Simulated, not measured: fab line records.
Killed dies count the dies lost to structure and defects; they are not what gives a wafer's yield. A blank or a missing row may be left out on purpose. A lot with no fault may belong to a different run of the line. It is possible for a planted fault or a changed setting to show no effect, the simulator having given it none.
A struck lot beside a sound one    flow sky130    13 steps out of a route of 708
Sound: the wafers L719.1, L719.2, L719.4. Struck: wafers L716.2, L716.4, L716.5. The cause is named last.
For every step that has rows: the tool of each side, followed by ch and its chambers, followed by its first start. Under that, the readings that differ: sound wafers    struck wafers    difference of the means    sigmas: that difference in standard deviations of wafers without a fault.
alike: same words and numbers on both sides, and readings whose means sit less than 2 such deviations apart. not compared: any withheld reading, any reading some wafer has no value for, any bound like >300 that may hide the same value, and any number with overlapping values for which the record gives no deviation.
Wherever a step has rows on one side only, a row that says differs or no value, or a row with sigmas, the two part there. Numbers that have no deviation but don't overlap get no sigmas and don't part them. A reading that every wafer of one side lacks parts them only if that side has two wafers or more.

SKY_FIELD_ISO_BOW_MEAS_00:
  sound on film-metro-03, day 4 23:00; struck on film-metro-03, day 4 08:01
  alike: INCOMING_BOW
then, 1 step without rows for these wafers: SKY_FIELD_ISO_OXIDATION_01 (stabilise 600 s, purge 300 s, target thk 12 nm).
SKY_FIELD_ISO_THK_MEAS_02:
  sound on film-metro-01, day 5 02:41; struck on film-metro-01, day 4 11:00
  alike: FIELD_ISO_OXIDATION_00_THK
then, 1 step without rows for these wafers: SKY_FIELD_ISO_CVD_03 (deposits Si3N4 from DCS/NH3, target thk 165 nm, time 2830 s).
SKY_FIELD_ISO_THK_MEAS_04:
  sound on film-metro-01, day 5 05:31; struck on film-metro-02, day 4 12:51
  alike: FIELD_ISO_CVD_03_THK
then, 6 steps without rows for these wafers: SKY_FIELD_ISO_DEHYDRATE_05 (time 60 s); SKY_FIELD_ISO_HMDS_06 (prime time 60 s); SKY_FIELD_ISO_COAT_07 (resist thk 60 nm); SKY_FIELD_ISO_COAT_08 (resist thk 450 nm); SKY_FIELD_ISO_SOFTBAKE_09 (time 90 s); SKY_FIELD_ISO_EXPOSE_10 (exposes mask FOM, target cd 150 nm).
SKY_FIELD_ISO_PEB_11:
  struck on litho-track-02, day 5 05:00; sound on litho-track-04 ch 0, day 5 23:00
reading          sound           struck  difference                     sigmas
exhaust-pa (Pa)  45.9 45.9 46.3  - - -   no value on the struck wafers  
  not compared: chill-plate-temp-C, resist-line-temp-C
then, 1 step without rows for these wafers: SKY_FIELD_ISO_DEVELOP_12 (develop time 60 s).

== WHERE THEY PART ==
Only at SKY_FIELD_ISO_PEB_11, within this record.

WHY: what had been put in by the simulator
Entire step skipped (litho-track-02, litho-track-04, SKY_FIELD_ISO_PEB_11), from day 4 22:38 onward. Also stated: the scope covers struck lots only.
